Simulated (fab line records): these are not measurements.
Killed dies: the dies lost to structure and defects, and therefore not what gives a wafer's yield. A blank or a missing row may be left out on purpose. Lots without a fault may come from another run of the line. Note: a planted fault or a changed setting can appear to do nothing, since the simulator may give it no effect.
Chamber matching + flow sky130 + SKY_SONOS_ONO_ETCH_15 on rie_diel-04 has 4 sister chambers
The step etches the open film in CHF3/O2, target depth 19.52 nm, time 7.8 s. 7 wafers are shown with their chamber, then 10 later ones without.

== WAFERS PAIRED WITH THEIR CHAMBERS ==
| wafer  | chamber | oes_product_au (a.u.) | throttle_valve_pct (%) |
|--------|---------|-----------------------|------------------------|
| L081.3 | 3       | 0.990                 | 8.816                  |
| L083.4 | 1       | 1.009                 | 8.831                  |
| L084.1 | 2       | 1.020                 | 8.832                  |
| L084.3 | 1       | 0.993                 | 8.820                  |
| L084.4 | 0       | 1.015                 | 8.802                  |
| L088.3 | 2       | 1.015                 | 8.838                  |
| L088.5 | 0       | 1.010                 | 8.830                  |

== WAFERS WITH NO CHAMBER GIVEN ==
| wafer  | oes_product_au (a.u.) | throttle_valve_pct (%) |
|--------|-----------------------|------------------------|
| L088.6 | 1.019                 | 8.830                  |
| L095.1 | 1.007                 | 8.812                  |
| L095.2 | 0.988                 | 8.820                  |
| L095.5 | 0.996                 | 8.811                  |
| L096.3 | 1.006                 | 8.837                  |
| L096.4 | 1.003                 | 8.838                  |
| L096.5 | 0.995                 | 8.815                  |
| L097.2 | 1.001                 | 8.833                  |
| L097.3 | 1.002                 | 8.842                  |
| L097.4 | 1.001                 | 8.815                  |

== WHICH CHAMBER EACH ONE RAN IN ==
| wafer  | from the rows above               | in truth |
|--------|-----------------------------------|----------|
| L088.6 | can't be placed: 2 or 0           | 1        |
| L095.1 | can't be placed: 0 or 1 or 2 or 3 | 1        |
| L095.2 | can't be placed: 3 or 1           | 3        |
| L095.5 | can't be placed: 3 or 1 or 0      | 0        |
| L096.3 | can't be placed: 1 or 2 or 0 or 3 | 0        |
| L096.4 | can't be placed: 1 or 2 or 0 or 3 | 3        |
| L096.5 | can't be placed: 3 or 1 or 0      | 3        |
| L097.2 | can't be placed: 1 or 3 or 0 or 2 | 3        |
| L097.3 | can't be placed: 1 or 2 or 0 or 3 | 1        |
| L097.4 | can't be placed: 1 or 3 or 0 or 2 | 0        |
Correct placement for 0 of the 10. Unplaceable from these rows: 10, with the true chamber sitting among the candidates in 9. Placed wrongly: 0.
How it was worked out, from the rows above alone: a wafer's distance from a chamber is the root of the sum, over the readings, of the square of ((its reading less the chamber's mean) divided by the reading's scatter). If the next closest chamber is less than 2 further off than the closest, the wafer can't be placed; otherwise it belongs to the closest. A chamber's mean is the mean of its shown wafers. How the scatter is found: for the shown wafers, subtract from each reading the mean of its chamber, square and add these, divide the total by (wafers less chambers), then take the root.
